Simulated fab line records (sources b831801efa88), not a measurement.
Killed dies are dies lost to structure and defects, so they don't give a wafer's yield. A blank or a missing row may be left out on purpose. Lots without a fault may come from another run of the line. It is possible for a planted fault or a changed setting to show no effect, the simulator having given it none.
fab line records | flow sky130 | part 2 of 2: steps 25 to 33 of 33
[record] lots = 5 | wafers = 15 | last_day = 50
route steps=708 shown VIA4@643 METAL5@661
lots that met no fault: from a run of the same line without faults
start_h: hours from the record's opening day to when the first of the lot's shown wafers began | wait_h: how many hours have passed since the lot's step before this one | " same as the row above | L1.1+2: a row that stands for several wafers | - no value, or no start was given | * or withheld: withheld | < > ~ a bound
route shown NAME@n: a module of which the file shows steps, and the number in the route of the first | usual: the fault-free wafers' mean and standard deviation | same: alike in all rows | chamber/n: place in a boat | sites: readings site by site | _std_site: standard deviation of those values | _edge_site: outer sites' mean less inner sites' | radius_mm: how far each site lies from the wafer's centre | mask NAME#n: copy n | behind: the tool/chamber that last shaped the wafer | hold: cause of the lot's hold/its duration in hours/its outcome | device: whichever transistor did not switch (one of n, p or np) | end of line: tests run on the same wafers once the route is complete | for a step that has no rows: nothing shown but its recipe | killed: dies that structure and defects cost at the first sort, which is not the same as the wafer's yield | map: dies across one wafer; x = killed, . = not, _ = none there
set.NAME: the setting as run; set.NAME@STEP: as run at that earlier step | model.NAME: the simulator's own value behind a step, which no gauge read
a table for each step, a row for each wafer; lots at some steps of the route
services: when a tool's chamber went out of use (start_h, in hours from the record's first day, below 0 if earlier), for how many hours, and the reason
[[steps]]
[step SKY_METAL5_THK_MEAS_06]
[recipe] thk_meas_gauge = xrf | reads = AlCu_of_METAL5_SPUTTER_02
[usual] METAL5_ALCU_THK = 1137/13
lot.wafer | tool          | chamber | start_h | wait_h | METAL5_ALCU_THK[nm]
L081.1    | film_metro-02 | -       | 1051.41 | 0.1    | 1125
L081.5    | "             | -       | "       | "      | 1133
L081.6    | "             | -       | "       | "      | 1134
L086.2    | film_metro-02 | -       | 1080.49 | 0.1    | 1161
L086.3    | "             | -       | "       | "      | 1143
L086.5    | "             | -       | "       | "      | 1149
L092.3    | film_metro-04 | -       | 1126.52 | 0.1    | 1152
L092.5    | "             | -       | "       | "      | 1151
L092.6    | "             | -       | "       | "      | 1156
L091.1    | film_metro-02 | -       | 1126.76 | 0.1    | 1146
L091.2    | "             | -       | "       | "      | 1135
L091.4    | "             | -       | "       | "      | 1163
L096.1    | film_metro-02 | -       | 1138.41 | 0.1    | 1151
L096.4    | "             | -       | "       | "      | 1138
L096.5    | "             | -       | "       | "      | 1145
[step SKY_METAL5_DEHYDRATE_07]
[recipe] temp_c = 200 | time_s = 60
[usual] plate_temp_C = 199.97/0.16 | resist_line_temp_C = 23.00/0.1
lot.wafer | tool           | chamber | start_h | wait_h | plate_temp_C | resist_line_temp_C
L081.1    | litho_track-01 | 0       | 1061.40 | 10.0   | 200.08       | 23.03
L081.5    | "              | 0       | "       | "      | 199.88       | 22.94
L081.6    | "              | 0       | "       | "      | 200.07       | 23.03
L086.2    | litho_track-02 | 0       | 1090.06 | 9.6    | 199.85       | 22.99
L086.3    | "              | 0       | "       | "      | 200.10       | 22.92
L086.5    | "              | 0       | "       | "      | 200.27       | 23.06
L092.3    | litho_track-02 | 0       | 1135.08 | 8.6    | 200.11       | 23.10
L092.5    | "              | 0       | "       | "      | 200.05       | 22.91
L092.6    | "              | 0       | "       | "      | 199.98       | 23.11
L091.1    | litho_track-03 | 0       | 1135.82 | 9.0    | 199.88       | 23.01
L091.2    | "              | 0       | "       | "      | 199.76       | 22.76
L091.4    | "              | 0       | "       | "      | 199.75       | 23.01
L096.1    | litho_track-01 | 0       | 1146.80 | 8.4    | 199.81       | 23.10
L096.4    | "              | 0       | "       | "      | 200.01       | 23.01
L096.5    | "              | 0       | "       | "      | 199.92       | 23.01
[step SKY_METAL5_HMDS_08]
[recipe] prime_time_s = 60 | prime_temp_c = 120
[usual] resist_line_temp_C = 22.99/0.11
lot.wafer | tool           | chamber | start_h | wait_h | resist_line_temp_C
L081.1    | litho_track-01 | 0       | 1061.55 | 0.1    | 22.92
L081.5    | "              | 0       | "       | "      | 22.91
L081.6    | "              | 0       | "       | "      | 22.83
L086.2    | litho_track-02 | 0       | 1090.21 | 0.1    | 23.17
L086.3    | "              | 0       | "       | "      | 23.23
L086.5    | "              | 0       | "       | "      | 23.10
L092.3    | litho_track-02 | 0       | 1135.23 | 0.1    | 22.95
L092.5    | "              | 0       | "       | "      | 22.98
L092.6    | "              | 0       | "       | "      | 23.09
L091.1    | litho_track-03 | 0       | 1135.97 | 0.1    | 22.86
L091.2    | "              | 0       | "       | "      | 23.17
L091.4    | "              | 0       | "       | "      | 22.99
L096.1    | litho_track-01 | 0       | 1146.95 | 0.1    | 22.84
L096.4    | "              | 0       | "       | "      | 22.82
L096.5    | "              | 0       | "       | "      | 22.92
[step SKY_METAL5_COAT_09]
[recipe] resist = NOVOLAK | spin_rpm = 3000 | resist_thk_nm = 1800
[usual] resist_line_temp_C = 22.99/0.11
lot.wafer | tool           | chamber | start_h | wait_h | resist_line_temp_C
L081.1    | litho_track-01 | 0       | 1061.70 | 0.1    | 22.90
L081.5    | "              | 0       | "       | "      | 23.01
L081.6    | "              | 0       | "       | "      | 23.13
L086.2    | litho_track-02 | 0       | 1090.36 | 0.1    | 23.15
L086.3    | "              | 0       | "       | "      | 23.10
L086.5    | "              | 0       | "       | "      | 22.94
L092.3    | litho_track-02 | 0       | 1135.38 | 0.1    | 23.00
L092.5    | "              | 0       | "       | "      | 23.00
L092.6    | "              | 0       | "       | "      | 22.86
L091.1    | litho_track-03 | 0       | 1136.12 | 0.1    | 22.85
L091.2    | "              | 0       | "       | "      | 22.83
L091.4    | "              | 0       | "       | "      | 22.88
L096.1    | litho_track-01 | 0       | 1147.10 | 0.1    | 22.88
L096.4    | "              | 0       | "       | "      | 22.93
L096.5    | "              | 0       | "       | "      | 22.87
[step SKY_METAL5_SOFTBAKE_10]
[recipe] temp_c = 90 | time_s = 60 | resist = NOVOLAK
[usual] plate_temp_C = 90.01/0.12 | resist_line_temp_C = 23.01/0.11
lot.wafer | tool           | chamber | start_h | wait_h | plate_temp_C | resist_line_temp_C
L081.1    | litho_track-01 | 0       | 1061.85 | 0.1    | 89.99        | 22.92
L081.5    | "              | 0       | "       | "      | 89.90        | 22.86
L081.6    | "              | 0       | "       | "      | 90.01        | 22.80
L086.2    | litho_track-02 | 0       | 1090.51 | 0.1    | 90.14        | 22.87
L086.3    | "              | 0       | "       | "      | 89.95        | 22.96
L086.5    | "              | 0       | "       | "      | 89.98        | 23.12
L092.3    | litho_track-02 | 0       | 1135.53 | 0.1    | 89.93        | 23.12
L092.5    | "              | 0       | "       | "      | 90.08        | 22.88
L092.6    | "              | 0       | "       | "      | 89.82        | 23.07
L091.1    | litho_track-03 | 0       | 1136.27 | 0.1    | 90.13        | 23.04
L091.2    | "              | 0       | "       | "      | 89.94        | 22.84
L091.4    | "              | 0       | "       | "      | 90.23        | 22.94
L096.1    | litho_track-01 | 0       | 1147.25 | 0.1    | 89.94        | 23.08
L096.4    | "              | 0       | "       | "      | 90.01        | 23.10
L096.5    | "              | 0       | "       | "      | 89.97        | 23.00
[step SKY_METAL5_EXPOSE_11]
[recipe] mask_id = MM5 | na = 0.6 | source_shape = conventional | sigma_outer = 0.6 | polarization = unpolarized | target_cd_nm = 1600 | dose_mj = 190
lot.wafer  | tool             | chamber | start_h | wait_h | mask
L081.1+5+6 | iline_stepper-02 | 0       | -       | -      | MM5#0
L086.2+3+5 | iline_stepper-01 | 0       | -       | -      | MM5#0
L092.3+5+6 | iline_stepper-01 | 0       | -       | -      | MM5#0
L091.1+2+4 | iline_stepper-01 | 0       | -       | -      | MM5#0
L096.1+4+5 | iline_stepper-02 | 0       | -       | -      | MM5#0
[step SKY_METAL5_PEB_12]
[recipe] temp_c = withheld | time_s = * | resist = NOVOLAK
[usual] resist_line_temp_C = *
lot.wafer | tool           | chamber | start_h | wait_h | resist_line_temp_C
L081.1    | litho_track-03 | 0       | -       | -      | *
L081.5    | "              | 0       | "       | "      | *
L081.6    | "              | 0       | "       | "      | *
L086.2    | litho_track-03 | 0       | -       | -      | *
L086.3    | "              | 0       | "       | "      | *
L086.5    | "              | 0       | "       | "      | *
L092.3    | litho_track-03 | 0       | -       | -      | *
L092.5    | "              | 0       | "       | "      | *
L092.6    | "              | 0       | "       | "      | *
L091.1    | litho_track-02 | 0       | -       | -      | *
L091.2    | "              | 0       | "       | "      | *
L091.4    | "              | 0       | "       | "      | *
L096.1    | litho_track-01 | 0       | -       | -      | *
L096.4    | "              | 0       | "       | "      | *
L096.5    | "              | 0       | "       | "      | *
[step SKY_METAL5_DEVELOP_13]
[recipe] resist = NOVOLAK | developer = TMAH | develop_time_s = 60 | dev_temp_c = 23
[usual] developer_temp_C = 23.02/0.1 | resist_line_temp_C = 23.02/0.1
[same] develop_time_s = 60
lot.wafer | tool           | chamber | start_h | wait_h | developer_temp_C | resist_line_temp_C
L081.1    | litho_track-03 | 0       | 1072.57 | 0.1    | 23.02            | 23.14
L081.5    | "              | 0       | "       | "      | 23.04            | 22.91
L081.6    | "              | 0       | "       | "      | 23.05            | 22.98
L086.2    | litho_track-03 | 0       | 1100.09 | 0.1    | 22.98            | 23.13
L086.3    | "              | 0       | "       | "      | 23.10            | 23.03
L086.5    | "              | 0       | "       | "      | 22.82            | 23.03
L092.3    | litho_track-03 | 0       | 1144.57 | 0.1    | 22.95            | 22.96
L092.5    | "              | 0       | "       | "      | 23.16            | 23.01
L092.6    | "              | 0       | "       | "      | 23.06            | 23.08
L091.1    | litho_track-02 | 0       | 1145.18 | 0.1    | 23.08            | 22.91
L091.2    | "              | 0       | "       | "      | 23.27            | 23.07
L091.4    | "              | 0       | "       | "      | 23.19            | 23.11
L096.1    | litho_track-01 | 0       | 1156.25 | 0.1    | 22.84            | 23.04
L096.4    | "              | 0       | "       | "      | 22.87            | 22.98
L096.5    | "              | 0       | "       | "      | 22.92            | 23.15
[step SKY_METAL5_DESCUM_14]
[recipe] chemistry = O2 | source_power_w = 150 | bias_power_w = 0 | pressure_mtorr = 10 | temp_c = 40 | time_s = 11
[usual] drypump_motor_current_A = 5.77/0.25 | oes_product_au = 0.994/0.023
lot.wafer | tool         | chamber | start_h | wait_h | drypump_motor_current_A | oes_product_au | rf_hours_counter_h
L081.1    | rie_metal-03 | 1       | 1072.72 | 0.1    | 5.63                    | 0.967          | 13
L081.5    | "            | 1       | "       | "      | 5.65                    | 0.976          | -
L081.6    | "            | 0       | "       | "      | 5.79                    | 0.962          | -
L086.2    | rie_metal-03 | 1       | 1100.22 | 0.1    | 5.58                    | 0.986          | 15
L086.3    | "            | 0       | "       | "      | 5.81                    | 0.975          | -
L086.5    | "            | 1       | "       | "      | 5.59                    | 0.975          | -
L092.3    | rie_metal-04 | 1       | 1144.68 | 0.1    | 5.66                    | 0.995          | -
L092.5    | "            | 0       | "       | "      | 5.46                    | 0.975          | -
L092.6    | "            | 1       | "       | "      | 5.61                    | 1.010          | -
L091.1    | rie_metal-03 | 0       | 1145.33 | 0.1    | 5.79                    | 0.967          | 28
L091.2    | "            | 1       | "       | "      | 5.61                    | 0.977          | 19
L091.4    | "            | 0       | "       | "      | 5.80                    | 0.963          | -
L096.1    | rie_metal-02 | 0       | 1156.40 | 0.1    | 6.10                    | 1.014          | 15
L096.4    | "            | 1       | "       | "      | 6.15                    | 1.034          | -
L096.5    | "            | 1       | "       | "      | 6.15                    | 1.035          | -
[[services]]
tool             | chamber | start_h | hours | kind
cvd_w-02         | 0       | 1018.57 | 3.3   | repair
rie_diel-03      | 1       | 1023.22 | 2.4   | repair
cvd_w-02         | 0       | 1024.10 | 9.5   | repair
cmp-01           | -       | 1037.53 | 0.9   | repair
rie_diel-04      | 2       | 1053.76 | 6.0   | repair
rie_metal-03     | 1       | 1055.13 | 14.6  | repair
plasma_asher-02  | -       | 1055.25 | 9.0   | pm
rie_metal-03     | 0       | 1057.29 | 2.8   | repair
cvd_w-02         | 1       | 1066.32 | 10.5  | repair
rie_metal-04     | 1       | 1070.24 | 18.4  | repair
cmp-01           | -       | 1078.88 | 7.0   | repair
pvd_sputter-03   | -       | 1080.38 | 7.8   | repair
cvd_w-01         | -       | 1082.59 | 10.1  | repair
rie_metal-03     | -       | 1091.32 | 0.6   | repair
cvd_w-01         | 1       | 1094.14 | 7.5   | repair
cvd_w-02         | 1       | 1094.63 | 7.2   | repair
iline_stepper-02 | -       | 1097.64 | 1.1   | repair
iline_stepper-02 | -       | 1098.76 | 0.8   | pm
pvd_sputter-04   | -       | 1102.89 | 1.1   | repair
cmp-02           | -       | 1135.21 | 0.3   | repair
iline_stepper-01 | -       | 1145.81 | 1.7   | pm
rie_metal-03     | -       | 1152.04 | 10.0  | pm
pvd_sputter-02   | -       | 1153.53 | 0.5   | repair
cmp-02           | -       | 1156.12 | 4.0   | pm
